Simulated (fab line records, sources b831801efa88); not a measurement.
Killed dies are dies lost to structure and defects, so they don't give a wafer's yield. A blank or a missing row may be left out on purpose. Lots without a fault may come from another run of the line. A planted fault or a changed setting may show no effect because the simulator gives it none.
A struck lot beside a sound one | flow sky130 | 18 steps out of a route of 708
Sound: wafers L587.1, L587.3, L587.6. Struck: wafer L598.2. (L598.6 of the same lot was not struck and is left out.) The cause comes at the end.
At each step with rows: each side's tool, then ch and its chambers, then its first start. Under that, the readings that differ: sound wafers | struck wafers | difference of the means | sigmas: that difference in standard deviations of wafers without a fault.
alike: readings whose means differ by less than 2 such deviations, and words and numbers that are the same on both sides. not compared: withheld readings, readings that some wafer has no value for, bounds like >300 that may hide the same value, and numbers for which the record gives no deviation and whose values overlap.
The two part at a step that has a row with sigmas, a row that says differs or no value, or rows on one side only. Numbers that don't overlap but have no deviation are shown without sigmas and don't part them. A reading that every wafer of one side lacks parts them only if that side has two wafers or more.

SKY_FIELD_ISO_THK_MEAS_02:
  sound on film_metro-01, day 2 12:38; struck on film_metro-02, day 4 19:52
  alike: FIELD_ISO_OXIDATION_00_THK
then, 1 step without rows for these wafers: SKY_FIELD_ISO_CVD_03 (deposits Si3N4 from DCS/NH3, target thk 165 nm, time 2830 s).
SKY_FIELD_ISO_THK_MEAS_04:
  sound on film_metro-01, day 2 14:56; struck on film_metro-01, day 4 21:43
  alike: FIELD_ISO_CVD_03_THK
then, 8 steps without rows for these wafers: SKY_FIELD_ISO_DEHYDRATE_05 (time 60 s); SKY_FIELD_ISO_HMDS_06 (prime time 60 s); SKY_FIELD_ISO_COAT_07 (resist thk 60 nm); SKY_FIELD_ISO_COAT_08 (resist thk 450 nm); SKY_FIELD_ISO_SOFTBAKE_09 (time 90 s); SKY_FIELD_ISO_EXPOSE_10 (exposes mask FOM, target cd 150 nm); SKY_FIELD_ISO_PEB_11; SKY_FIELD_ISO_DEVELOP_12 (develop time 60 s).
SKY_FIELD_ISO_CD_MEAS_13: target cd 150 nm.
  sound on cd_sem-02, day 3 06:35; struck on cd_sem-02, day 5 15:15
  alike: cd_nm
SKY_FIELD_ISO_ETCH_14: etches BARC in N2/H2, stops on SiO2, time 45.9 s, target depth 60 nm.
  sound on rie_diel-01 ch 0,2,3, day 3 06:43; struck on rie_diel-03 ch 1, day 5 15:21
  reading                                          | sound                | struck | difference | sigmas
  oes_product_au (a.u.)                            | 0.859 0.861 0.856    | 0.657  | -0.202     | -41
  run_length_s (s)                                 | 74.1 74.1 75.0       | 108.4  | +34.0      | +89
  throttle_valve_pct (%)                           | 13.235 13.220 13.224 | 13.199 | -0.027     | -3
  model.KrF-thick_of_FIELD_ISO_COAT_08.thk_nm (nm) | 394.8 394.8 395.3    | 362.7  | -32.3      |
  model.FIELD_ISO.cd_nm (nm)                       | 151.1 149 149.2      | 145.3  | -4.5       |
  alike: drypump_motor_current_A
  not compared: rf_hours_counter_h
SKY_FIELD_ISO_ETCH_15: etches the open film in CHF3/O2, stops on Si, target depth 180 nm, time 72 s.
  sound on rie_diel-01 ch 0,2,3, day 3 06:45; struck on rie_diel-03 ch 1, day 5 15:24
  reading                                          | sound             | struck | difference | sigmas
  throttle_valve_pct (%)                           | 8.847 8.829 8.839 | 8.865  | +0.027     | +3
  model.KrF-thick_of_FIELD_ISO_COAT_08.thk_nm (nm) | 238.6 239.4 239   | 205.8  | -33.2      |
  alike: drypump_motor_current_A, oes_product_au, run_length_s
  not compared: rf_hours_counter_h
SKY_FIELD_ISO_STRIP_16: strips in O2/N2.
  sound on plasma_asher-04 ch 0, day 3 06:49; struck on plasma_asher-03 ch 1, day 5 15:27
  reading                      | sound             | struck | difference | sigmas
  oes_product_au (a.u.)        | 0.376 0.377 0.382 | 0.368  | -0.010     | -2
  strip_time_to_endpoint_s (s) | 3.57 3.57 3.58    | 3.21   | -0.36      | -11
  alike: drypump_motor_current_A
  not compared: rf_hours_counter_h
SKY_FIELD_ISO_ETCH_17: etches Si in HBr/Cl2/O2, target depth 342 nm, time 97.7 s.
  sound on rie_si-01 ch 1,2,3, day 3 06:55; struck on rie_si-02 ch 2, day 5 15:33
  reading                    | sound             | struck | difference | sigmas
  model.FIELD_ISO.cd_nm (nm) | 150.4 148.4 147.8 | 144.8  | -4.1       |
  alike: drypump_motor_current_A, oes_product_au, run_length_s, throttle_valve_pct
  not compared: rf_hours_counter_h
then, 1 step without rows for these wafers: SKY_FIELD_ISO_WET_ETCH_18 (etches Si3N4 in H3PO4, target depth 25 nm, time 286 s).
-- the record jumps here: 44 days lie between the struck wafers' starts before and after (it left off in module FIELD_ISO and takes up again in module PAD_OPEN, whose first step shown is number 708 of the route) --
SKY_PAD_OPEN_PROBE_99:
  sound on prober-02, day 46 22:22; struck on prober-01, day 49 14:37
  reading                             | sound             | struck | difference | sigmas
  killed_at_front_end                 | 13 14 11          | 30     | +17        | +4
  model.etest.res_pdiff.line_ohm_um   | 1408 1420 1409    | 1402   | -10        |
  model.etest.res_ndiff.width_nm (nm) | 157.5 156.8 155   | 152.5  | -3.9       |
  model.etest.res_pdiff.width_nm (nm) | 145.5 144.2 142.1 | 139.7  | -4.2       |
  alike: killed_at_M0_to_M3, killed_at_M4_up, killed_at_contacts, killed_at_other, killed_dies, killed_open, killed_short
  not compared: model.etest.res_ndiff.line_ohm_um

WHERE THEY PART
First at SKY_FIELD_ISO_ETCH_14; last, within this record, at SKY_PAD_OPEN_PROBE_99.

WHY: what the simulator had put in
Process parameter drift: rie_diel-03, from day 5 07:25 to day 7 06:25, at SKY_FIELD_ISO_ETCH_14. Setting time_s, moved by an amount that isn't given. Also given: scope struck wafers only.
